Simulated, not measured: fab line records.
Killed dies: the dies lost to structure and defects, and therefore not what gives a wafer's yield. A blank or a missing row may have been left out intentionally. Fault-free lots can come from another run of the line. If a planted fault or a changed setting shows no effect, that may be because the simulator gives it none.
Code-filled problem report in 8D (eight disciplines) form | flow sky130 | the parts of the form that need people (team, actions taken, sign-off) are left out

## 1. WHAT WENT WRONG
beam-energy-keV at SKY_VT_ADJUST_HVTP_IMPLANT_09 reads a mean of 167.84 on 6 wafers of 2 lots; wafers without a fault read 150.01 with a standard deviation of 0.051. So: +99 or more standard deviations from the usual mean.
First seen on wafer L295.1, day 9 16:30, on implanter-02. The record holds 39 wafers of 13 lots with a number at this step. The rule behind "out" and "out of limits": a value lying over 4 standard deviations away from the usual mean. The rest of the wafers with a number are treated as sound.

## 2. WHAT THIS IS AND IS NOT
question                    | is                     | is not
which readings at this step | beam-energy-keV        | faraday-current-uA
which lots                  | L294, L295             | L283, L284, L285, L286, L289, L296, L298, L299, L301, L302, L304
which wafers of those lots  | all that have a number | -
read on which tools         | implanter-02           | implanter-01, implanter-03
when                        | from day 9 16:30       | up to then (15 sound wafers); but 18 sound wafers of L296, L298, L299, L301, L302, L304 came after

## 3. SUSPECTS, AND WHAT RULES EACH OUT
Counting: a tool at any process step up to the reading remains a suspect when it ran all the lots that are out and ran no sound lot after the first of those.
- implanter-02 at SKY_VT_ADJUST_HVTP_IMPLANT_09: kept. It processed each lot that is out, first L295 at day 9 16:30, and no sound lot thereafter; up to then, the last sound lot it processed was L289 at day 7 22:08. Out on those wafers are its own readings of beam-energy-keV.
After counting, what remains is implanter-02 at SKY_VT_ADJUST_HVTP_IMPLANT_09.

## 4. THE CAUSE (what the simulator had put in)
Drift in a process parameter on implanter-02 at SKY_VT_ADJUST_HVTP_IMPLANT_09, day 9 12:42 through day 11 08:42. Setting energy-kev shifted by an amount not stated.
Counting left only this tool.

## 5. THE CHAIN OF EFFECTS, in route order
Rows list readings where the struck wafers' mean (over those with a number) sits beyond 3 standard deviations from the usual. Readings are gone through only where the record gives a usual standard deviation; hours: the median, over the lots, of the time from a lot's start at the first step in this table giving one to that lot's start at this step; sigmas: the change measured in usual standard deviations.
hours | step                          | reading           | usual  | on struck wafers | change | sigmas
0     | SKY_VT_ADJUST_HVTP_IMPLANT_09 | beam-energy-keV   | 150.01 | 167.84           | +17.83 | +99 or more
0     | SKY_VT_ADJUST_HVTP_TW_MEAS_11 | VT_ADJUST_HVTP_TW | 1357   | 1394             | +36    | +3.0
It contains these process steps:
- SKY_VT_ADJUST_HVTP_IMPLANT_09
At these later measuring or inspecting steps, every struck wafer for which the step has a row has a number for every such reading, and none has moved that far: SKY_METAL1_RS_MEAS_05, SKY_VIA1_BOW_MEAS_03, SKY_VIA1_OVL_MEAS_13.

## 6. HOW IT WOULD HAVE BEEN CAUGHT EARLIER
In this record the first reading out of limits was taken at day 9 16:30, 4 hours after the fault began at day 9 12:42.
